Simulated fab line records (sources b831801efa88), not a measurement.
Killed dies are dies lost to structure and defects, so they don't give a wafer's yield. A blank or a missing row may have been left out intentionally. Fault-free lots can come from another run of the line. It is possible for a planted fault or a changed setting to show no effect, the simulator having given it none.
The tool behind it: which one? ; flow gf180mcu ; 42 wafers from 14 lots sampled at 3 of the route's 602 steps

== WHAT THE GAUGES READ, wafer by wafer ==
GF_DUAL_GATE_OVL_MEAS_11.
lot;measured;on;DUAL_GATE_OVL (nm)
L812;day 8 10:25;overlay-01;1.8 1.7 2.4
L813;day 8 13:35;overlay-02;0.7 0.0 4.0
L815;day 9 12:43;overlay-01;-1.9 0.9 0.5
L816;day 9 16:28;overlay-02;-1.0 -1.3 -0.6
L818;day 10 06:25;overlay-02;1.8 2.1 0.3
L819;day 10 10:34;overlay-02;0.0 0.7 -0.4
L820;day 10 18:06;overlay-02;-2.3 -0.7 -1.0
L822;day 11 04:03;overlay-01;1.4 1.8 1.0
L823;day 11 12:37;overlay-02;0.2 1.1 -1.4
L824;day 11 16:19;overlay-01;3.2 2.7 1.9
L826;day 12 08:46;overlay-01;-0.2 1.2 0.5
L831;day 13 17:27;overlay-02;-0.1 -0.7 0.1
L833;day 14 10:27;overlay-02;-1.5 -0.7 -0.7
L835;day 14 22:09;overlay-01;0.8 -0.2 -0.4

GF_POLY_GATE_THK_MEAS_17.
lot;measured;on;POLY_GATE_OXIDATION_THK (nm)
L812;day 9 08:41;film-metro-03;4.01 3.92 4.00
L813;day 9 11:57;film-metro-01;3.98 4.07 3.92
L815;day 10 11:15;film-metro-01;4.29 4.22 4.21
L816;day 10 16:05;film-metro-02;3.95 4.07 4.02
L818;day 11 05:20;film-metro-01;4.19 4.05 4.16
L819;day 11 09:39;film-metro-01;3.93 3.87 3.87
L820;day 11 17:46;film-metro-02;4.02 3.99 4.05
L822;day 12 04:18;film-metro-02;3.91 3.93 3.93
L823;day 12 18:49;film-metro-02;3.96 3.97 3.90
L824;day 12 20:37;film-metro-03;4.05 4.09 4.03
L826;day 13 09:26;film-metro-03;3.91 3.95 3.93
L831;day 14 20:01;film-metro-01;4.16 4.09 3.98
L833;day 15 13:43;film-metro-02;4.03 3.96 3.97
L835;day 16 01:04;film-metro-01;4.07 4.09 4.14

GF_HV_LDD_CD_MEAS_19 targets a cd of 400 nm.
lot;measured;on;cd-nm (nm)
L812;day 10 20:31;cd-sem-01;401.6 402.6 400.7
L813;day 10 23:13;cd-sem-01;400.7 397.7 400.4
L815;day 12 00:10;cd-sem-01;403.4 403.1 402.8
L816;day 12 06:00;cd-sem-02;401.0 401.3 400.4
L818;day 12 18:56;cd-sem-02;400.4 398.4 398.9
L819;day 13 00:03;cd-sem-02;401.8 401.2 401.0
L820;day 13 08:48;cd-sem-01;399.1 400.6 399.6
L822;day 13 21:09;cd-sem-01;397.4 396.8 395.8
L823;day 14 11:04;cd-sem-01;397.0 397.2 398.6
L824;day 14 13:27;cd-sem-02;398.6 397.9 402.0
L826;day 15 03:07;cd-sem-02;399.0 400.8 400.2
L831;day 16 15:33;cd-sem-01;399.8 397.1 398.5
L833;day 17 10:00;cd-sem-01;399.9 396.3 398.6
L835;day 17 22:36;cd-sem-02;399.2 401.2 399.2

== TOOL THAT RAN EACH LOT (tool first, then ch and the chambers of the sampled wafers, then the start) ==
Record: no process step prior to these readings.

== WHAT THE TOOLS THEMSELVES READ (means of the sampled wafers that have a number; where no wafer has one, the mark that the record gives instead) ==
The record holds no such reading with a usual standard deviation.

== THE ANSWER, worked out from the rows above alone ==
Rule: what is usual is taken from the lots themselves. The widest of any qualifying gaps counts: lots, ordered by their means at a reading, are off when they make up no more than a third of the lots, leave a main group of 4 or more, and stand apart from it by 3 or more times the standard deviation of that group's means. A main group is skipped when, at the precision printed for the reading in the tables above, its means are all equal. A lot without any number at a reading at which 4 lots or more have one is off too. Where the step has rows for the other lots, those lots are counted as sound. Order of review: gauges by route order, followed by the tools' own readings, for which a lot's mean as printed above is used. The first step at which some lot is off is used, and at that step the reading that is off furthest; a lot without a number counts as furthest.
No lot is off on any of the readings shown, so nothing can be concluded from this.

== WHAT THE SIMULATOR PUT IN ==
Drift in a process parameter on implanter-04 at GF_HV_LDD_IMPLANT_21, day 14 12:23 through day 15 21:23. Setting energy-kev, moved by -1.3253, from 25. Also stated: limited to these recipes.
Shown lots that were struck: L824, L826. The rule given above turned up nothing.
